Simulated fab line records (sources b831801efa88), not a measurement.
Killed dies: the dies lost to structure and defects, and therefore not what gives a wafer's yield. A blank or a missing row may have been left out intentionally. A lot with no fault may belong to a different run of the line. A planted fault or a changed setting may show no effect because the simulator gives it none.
What tool caused it? | flow sky130 | 24 lots with 72 wafers sampled at 3 steps, on a route of 708 steps

== WHAT EACH GAUGE READ, for each wafer ==
SKY_FIELD_ISO_THK_MEAS_04.
lot  | measured    | on           | FIELD_ISO_CVD_03_THK (nm)
L074 | day 1 15:25 | filmMetro-02 | 165.2 163.9 163.8
L075 | day 1 18:29 | filmMetro-03 | 166.0 165.3 165.6
L076 | day 2 00:30 | filmMetro-04 | 161.0 160.0 161.4
L077 | day 2 05:20 | filmMetro-02 | 165.1 167.5 166.5
L078 | day 2 11:19 | filmMetro-02 | 162.8 162.5 162.9
L079 | day 2 16:54 | filmMetro-02 | 165.3 164.6 164.7
L080 | day 2 21:22 | filmMetro-04 | 161.7 163.2 163.7
L081 | day 3 03:40 | filmMetro-04 | 166.5 167.4 166.2
L082 | day 3 07:12 | filmMetro-03 | 165.6 163.6 164.4
L083 | day 3 10:29 | filmMetro-02 | 164.0 164.2 163.5
L084 | day 3 15:31 | filmMetro-03 | 163.7 162.4 163.5
L085 | day 3 21:01 | filmMetro-04 | 160.7 163.1 162.4
L086 | day 4 01:29 | filmMetro-02 | 162.5 163.9 163.6
L087 | day 4 07:15 | filmMetro-04 | 164.2 164.6 162.5
L088 | day 4 12:48 | filmMetro-02 | 161.4 161.2 163.5
L089 | day 4 17:08 | filmMetro-02 | 164.6 163.5 164.0
L090 | day 4 21:31 | filmMetro-04 | 163.2 163.6 163.3
L091 | day 5 02:29 | filmMetro-04 | 165.5 164.6 164.9
L092 | day 5 07:29 | filmMetro-02 | 163.0 164.8 163.9
L093 | day 5 13:53 | filmMetro-02 | 164.1 163.5 165.2
L094 | day 5 18:43 | filmMetro-02 | 163.8 164.3 164.0
L095 | day 5 23:58 | filmMetro-02 | 166.7 167.0 166.7
L096 | day 6 04:04 | filmMetro-02 | 166.0 165.4 166.6
L097 | day 6 10:43 | filmMetro-02 | 164.9 164.9 165.7

SKY_GATE_OXIDE_THK_MEAS_02.
lot  | measured     | on           | GATE_OXIDE_OXIDATION_00_THK (nm)
L074 | day 12 23:43 | filmMetro-01 | 10.26 10.17 10.25
L075 | day 13 01:32 | filmMetro-01 | 10.25 10.17 10.25
L076 | day 13 12:26 | filmMetro-01 | 10.16 9.97 10.00
L077 | day 13 22:50 | filmMetro-04 | 10.20 10.49 10.47
L078 | day 14 06:12 | filmMetro-04 | 10.24 10.29 10.22
L079 | day 14 15:14 | filmMetro-03 | 10.65 10.55 10.65
L080 | day 14 23:43 | filmMetro-03 | 10.42 10.58 10.42
L081 | day 15 10:12 | filmMetro-03 | 10.05 10.36 10.23
L082 | day 15 18:16 | filmMetro-01 | 10.22 10.17 10.20
L083 | day 16 02:06 | filmMetro-03 | 10.12 10.30 10.17
L084 | day 16 06:14 | filmMetro-03 | 10.50 10.16 10.27
L085 | day 16 15:51 | filmMetro-03 | 10.58 10.57 10.30
L086 | day 16 21:11 | filmMetro-03 | 10.50 10.46 10.61
L087 | day 17 09:35 | filmMetro-01 | 10.35 10.42 10.21
L088 | day 17 17:03 | filmMetro-01 | 10.15 10.37 10.17
L089 | day 17 20:41 | filmMetro-04 | 10.56 10.63 10.92
L090 | day 18 05:03 | filmMetro-04 | 10.34 10.23 10.07
L091 | day 18 10:10 | filmMetro-01 | 10.31 10.27 10.29
L092 | day 18 23:07 | filmMetro-03 | 10.25 10.19 10.25
L093 | day 19 11:01 | filmMetro-01 | 10.30 10.27 10.14
L094 | day 19 15:19 | filmMetro-01 | 9.84 9.99 9.88
L095 | day 20 04:20 | filmMetro-03 | 10.22 10.23 10.17
L096 | day 20 11:16 | filmMetro-01 | 10.19 10.08 10.15
L097 | day 20 17:58 | filmMetro-03 | 10.31 10.29 10.36

== TOOL THAT RAN EACH LOT (tool first, then ch and the chambers of the sampled wafers, then the start) ==
lot  | SKY_FIELD_ISO_ETCH_15
L074 | rieDiel-04 ch 2,3, day 2 06:14
L075 | rieDiel-01 ch 1,2, day 2 10:17
L076 | rieDiel-03 ch 0,1, day 2 15:31
L077 | rieDiel-01 ch 0,1, day 2 19:56
L078 | rieDiel-01 ch 0,1, day 3 02:56
L079 | rieDiel-04 ch 2,3, day 3 09:01
L080 | rieDiel-03 ch 0,1, day 3 13:19
L081 | rieDiel-04 ch 1,2,3, day 3 20:16
L082 | rieDiel-01 ch 0,2,3, day 3 23:38
L083 | rieDiel-03 ch 1,2, day 4 02:13
L084 | rieDiel-03 ch 0,1,2, day 4 08:26
L085 | rieDiel-01 ch 2,3, day 4 14:43
L086 | rieDiel-01 ch 0,1,2, day 4 19:22
L087 | rieDiel-03 ch 0,1,2, day 5 01:38
L088 | rieDiel-04 ch 0,3, day 5 06:50
L089 | rieDiel-04 ch 1,2, day 5 11:19
L090 | rieDiel-01 ch 0,1,3, day 5 15:04
L091 | rieDiel-01 ch 0,2, day 5 20:10
L092 | rieDiel-01 ch 0,2,3, day 6 01:28
L093 | rieDiel-04 ch 0,1,3, day 6 08:43
L094 | rieDiel-03 ch 1,2, day 6 13:50
L095 | rieDiel-04 ch 0,3, day 6 19:02
L096 | rieDiel-01 ch 0,3, day 6 22:55
L097 | rieDiel-01 ch 0,1,3, day 7 06:19
- SKY_FIELD_ISO_ETCH_15: etches the open film in CHF3/O2, stops on Si, target depth 180 nm, time 72 s.

== WHAT THE TOOLS THEMSELVES READ (means of the sampled wafers that have a number; where no wafer has one, the mark that the record gives instead) ==
SKY_FIELD_ISO_ETCH_15.
lot  | tool       | drypumpMotorCurrentA (A) | oesProductAu (a.u.) | throttleValvePct (%)
L074 | rieDiel-04 | 6.4                      | 0.943               | 8.842
L075 | rieDiel-01 | 5.4                      | 0.945               | 8.854
L076 | rieDiel-03 | 5.1                      | 0.932               | 8.839
L077 | rieDiel-01 | 5.3                      | 0.951               | 8.855
L078 | rieDiel-01 | 5.0                      | 0.937               | 8.842
L079 | rieDiel-04 | 6.3                      | 0.948               | 8.842
L080 | rieDiel-03 | 5.1                      | 0.940               | 8.848
L081 | rieDiel-04 | 6.1                      | 0.957               | 8.843
L082 | rieDiel-01 | 5.6                      | 0.942               | 8.843
L083 | rieDiel-03 | 6.1                      | 0.941               | 8.842
L084 | rieDiel-03 | 5.7                      | 0.940               | 8.841
L085 | rieDiel-01 | 5.5                      | 0.937               | 8.843
L086 | rieDiel-01 | 5.4                      | 0.943               | 8.850
L087 | rieDiel-03 | 5.6                      | 0.941               | 8.834
L088 | rieDiel-04 | 5.6                      | 0.930               | 8.841
L089 | rieDiel-04 | 6.0                      | 0.944               | 8.844
L090 | rieDiel-01 | 5.3                      | 0.936               | 8.839
L091 | rieDiel-01 | 5.7                      | 0.945               | 8.843
L092 | rieDiel-01 | 5.6                      | 0.944               | 8.847
L093 | rieDiel-04 | 5.8                      | 0.944               | 8.838
L094 | rieDiel-03 | 5.8                      | 0.944               | 8.844
L095 | rieDiel-04 | 5.7                      | 0.959               | 8.846
L096 | rieDiel-01 | 5.5                      | 0.950               | 8.840
L097 | rieDiel-01 | 5.3                      | 0.948               | 8.843

== THE ANSWER, worked out from the rows above alone ==
Rule: the usual values come from the lots themselves. The widest of any qualifying gaps counts: lots, ordered by their means at a reading, are off when they make up no more than a third of the lots, leave a main group of 4 or more, and stand apart from it by 3 or more times the standard deviation of that group's means. If all means in a main group match to the digits the tables above print for the reading, that group is not used. A lot without any number at a reading at which 4 lots or more have one is off too. The other lots that the step has rows for count as sound. The gauges are gone through in route order, then the tools' own readings, and for those a lot's mean is taken as printed above. At the first step where some lot is off, the reading lying furthest off is the one used; lots without a number count as furthest.
None of the lots is off at any reading shown; this tells nothing.

== WHAT THE SIMULATOR HAD INSERTED ==
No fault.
